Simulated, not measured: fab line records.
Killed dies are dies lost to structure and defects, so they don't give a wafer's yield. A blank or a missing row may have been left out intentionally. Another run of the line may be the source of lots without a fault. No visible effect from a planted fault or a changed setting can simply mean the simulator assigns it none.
2 desks, one fault / flow sky130 / every desk sees just its own numbers, and what lay behind them comes last

== DESK OF THE TOOL OWNER: cvd w-01 ==
The tool's own readings at SKY_VIA3_CVD_21 (deposits W, target thk 390 nm, time 117.31 s): means of the sampled wafers that have a number, for each lot that ran on this tool. Any lot whose mean is over 4 standard deviations away from the usual mean is out of limits and marked OUT; that distance is given in the brackets.
Columns: A = heater power w at SKY_VIA3_CVD_21, usual 777 W
lot=L624; first seen here=day 39 17:25; A=776
lot=L631; first seen here=day 42 16:23; A=841
lot=L633; first seen here=day 42 20:13; A=782
lot=L642; first seen here=day 45 06:52; A=787
lot=L643; first seen here=day 45 08:59; A=819
This desk's verdict: no lot among the 5 shows anything out of limits.

== AT THE METROLOGY DESK ==
What the gauges read for every lot (on any tool): the sampled wafers with a number, averaged. Any lot whose mean is over 4 standard deviations away from the usual mean is out of limits and marked OUT; that distance is given in the brackets.
Columns: A = SD_N_RS at SKY_SD_N_RS_MEAS_16, usual 68.61 ohm/sq; B = RES_XHIGH_RS at SKY_SD_N_RS_MEAS_18, usual 333.7 ohm/sq; C = VIA3_W_RS at SKY_VIA3_RS_MEAS_22, usual 0.293 ohm/sq; D = VIA3_W_THK at SKY_VIA3_THK_MEAS_23, usual 396 nm
lot=L624; first seen here=day 27 20:20; A=68.75; B=334.8; C=0.293; D=397
lot=L625; first seen here=day 28 18:01; A=68.59; B=332.7; C=0.294; D=391
lot=L632; first seen here=day 31 02:31; A=68.69; B=333.7; C=0.294; D=392
lot=L631; first seen here=day 31 06:50; A=68.70; B=333.5; C=0.290; D=396
lot=L633; first seen here=day 31 09:31; A=68.80; B=334.2; C=0.296; D=400
lot=L642; first seen here=day 34 09:40; A=68.47; B=334.2; C=0.259 (-11) OUT; D=397
lot=L643; first seen here=day 34 13:50; A=68.68; B=334.5; C=0.223 (-23) OUT; D=395
lot=L644; first seen here=day 34 18:32; A=68.56; B=333.3; C=0.292; D=399
lot=L645; first seen here=day 35 06:17; A=68.75; B=335.0; C=0.293; D=401
lot=L646; first seen here=day 35 10:20; A=68.60; B=333.0; C=0.292; D=395
This desk's result: L642, L643 out of limits, first on L642 (VIA3_W_RS at SKY_VIA3_RS_MEAS_22), day 45 07:00. L624, L625, L632, L631, L633, L644, L645, L646 stayed within limits.

== BROUGHT TOGETHER ==
An alarm was possible from the metrology desk at day 45 07:00, on L642, L643.
Nothing out of limits was seen by the tool owner's desk.
Tool owner's desk: L642, L643 on record, inside its limits.
All the named lots went through SKY_VIA3_CVD_21 on cvd w-01.

== WHAT THE SIMULATOR PUT IN ==
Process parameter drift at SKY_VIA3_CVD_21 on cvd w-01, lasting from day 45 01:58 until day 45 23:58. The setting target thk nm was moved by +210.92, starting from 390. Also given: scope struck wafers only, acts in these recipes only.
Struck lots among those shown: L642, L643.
Hours from the fault's start to each desk's first reading out of limits: the metrology desk, 5.
